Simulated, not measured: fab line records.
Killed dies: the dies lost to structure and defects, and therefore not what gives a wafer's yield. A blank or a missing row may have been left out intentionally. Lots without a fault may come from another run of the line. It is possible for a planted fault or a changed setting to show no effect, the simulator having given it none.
What tool caused it?	flow gf180mcu	36 wafers from 12 lots sampled at 4 of the route's 602 steps

WHAT THE GAUGES SHOWED, per wafer
GF_M2_CD_MEAS_14 targets a cd of 280 nm. Usual: 280.4 nm for cd_nm, sd 1.3.
lot	measured	on	cd_nm (nm)	flag
L929	day 19 09:27	cd_sem-01	279.0 281.0 281.2	
L930	day 19 17:02	cd_sem-01	278.9 278.6 279.9	
L931	day 20 04:48	cd_sem-02	280.9 282.8 282.2	
L935	day 21 15:50	cd_sem-01	281.1 280.3 280.5	
L940	day 23 16:37	cd_sem-02	278.1 279.0 279.6	
L941	day 23 20:40	cd_sem-01	282.2 283.3 281.6	
L942	day 24 06:31	cd_sem-01	281.0 282.3 282.7	
L946	day 25 15:33	cd_sem-02	278.8 279.7 279.2	
L949	day 26 10:05	cd_sem-01	280.9 281.4 280.3	
L950	day 26 19:10	cd_sem-02	279.0 277.8 277.3	
L951	day 27 00:04	cd_sem-02	279.7 280.6 279.8	
L952	day 27 08:33	cd_sem-02	281.4 280.6 280.4	

GF_V2_CD_MEAS_14 targets a cd of 260 nm. Usual: 259.5 nm for cd_nm, sd 1.2.
lot	measured	on	cd_nm (nm)	flag
L929	day 20 10:55	cd_sem-01	260.9 261.0 259.9	
L930	day 20 18:56	cd_sem-01	257.0 258.5 259.0	
L931	day 21 07:04	cd_sem-02	261.8 261.4 260.8	
L935	day 22 16:33	cd_sem-01	258.9 259.8 259.7	
L940	day 24 16:31	cd_sem-02	258.2 257.2 257.2	
L941	day 24 20:29	cd_sem-01	258.6 260.4 257.8	
L942	day 25 06:32	cd_sem-01	257.1 257.7 258.4	
L946	day 26 13:34	cd_sem-02	259.1 259.9 259.1	
L949	day 27 08:11	cd_sem-01	260.2 259.7 259.0	
L950	day 27 17:38	cd_sem-01	259.7 259.5 258.6	
L951	day 27 22:44	cd_sem-02	260.0 259.0 259.3	
L952	day 28 05:48	cd_sem-01	261.2 261.3 262.0	

GF_V3_THK_MEAS_03. Usual: V3_CVD_02_THK typically reads 851 nm, with standard deviation 9.9.
lot	measured	on	V3_CVD_02_THK (nm)	flag
L929	day 21 14:14	film_metro-03	847 847 855	
L930	day 21 21:34	film_metro-04	841 838 849	
L931	day 22 09:53	film_metro-04	1005 1016 1020	OFF
L935	day 23 18:18	film_metro-03	989 1019 1013	OFF
L940	day 25 17:40	film_metro-02	849 859 862	
L941	day 25 20:42	film_metro-02	846 871 859	
L942	day 26 06:50	film_metro-03	842 860 848	
L946	day 27 12:38	film_metro-03	844 862 849	
L949	day 28 07:11	film_metro-03	857 868 862	
L950	day 28 16:11	film_metro-02	838 853 855	
L951	day 28 21:03	film_metro-02	843 870 856	
L952	day 29 04:14	film_metro-04	847 860 869	

WHICH TOOL RAN EACH LOT (tool, then ch and the chambers of the sampled wafers, then the start)
lot	GF_V3_CVD_02
L929	pecvd-01 ch 0,1,2, day 21 14:10
L930	pecvd-01 ch 0,2, day 21 21:29
L931	pecvd-01 ch 0,2, day 22 09:48
L935	pecvd-01 ch 0,1,2, day 23 18:14
L940	pecvd-03 ch 0,2, day 25 17:35
L941	pecvd-01 ch 0,1,2, day 25 20:37
L942	pecvd-02 ch 0,1, day 26 06:45
L946	pecvd-03 ch 1,2, day 27 12:34
L949	pecvd-01 ch 0,1,2, day 28 07:05
L950	pecvd-01 ch 0,1,2, day 28 16:07
L951	pecvd-01 ch 0,2, day 28 20:58
L952	pecvd-01 ch 0,2, day 29 04:10
- GF_V3_CVD_02: deposits SiO2 from TEOS, target thk 850 nm, time 94.851 s.

AS READ BY THE TOOLS THEMSELVES (means over the sampled wafers that have a number; for cases with no such wafer, the mark the record gives instead)
GF_V3_CVD_02. Usual: 636 W for heater_power_w, sd 77.
lot	tool	heater_power_w (W)	flag
L929	pecvd-01	586	
L930	pecvd-01	596	
L931	pecvd-01	589	
L935	pecvd-01	553	
L940	pecvd-03	685	
L941	pecvd-01	597	
L942	pecvd-02	659	
L946	pecvd-03	582	
L949	pecvd-01	643	
L950	pecvd-01	623	
L951	pecvd-01	609	
L952	pecvd-01	637	

THE ANSWER, worked out from the rows above alone
Rule: take the mean of a lot's wafers that have a number; if it is more than 3 standard deviations from the usual mean, the lot is off. Also off: a lot with no number at a reading for which 4 or more lots have one. All remaining lots with rows at the step are treated as sound. First the gauges in route order, then the tools' own readings, where a lot's mean is used as printed above. At the first step where some lot is off, the reading lying furthest off is the one used; lots without a number count as furthest.
Off: L931, L935, at GF_V3_THK_MEAS_03 (V3_CVD_02_THK).
A tool fits if, at a process step before that reading, it ran every lot that is off, and no sound lot after the first of them. Gauges at GF_V3_THK_MEAS_03: tried the same way as those tools. None of those tried fits.

WHAT THE SIMULATOR HAD INSERTED
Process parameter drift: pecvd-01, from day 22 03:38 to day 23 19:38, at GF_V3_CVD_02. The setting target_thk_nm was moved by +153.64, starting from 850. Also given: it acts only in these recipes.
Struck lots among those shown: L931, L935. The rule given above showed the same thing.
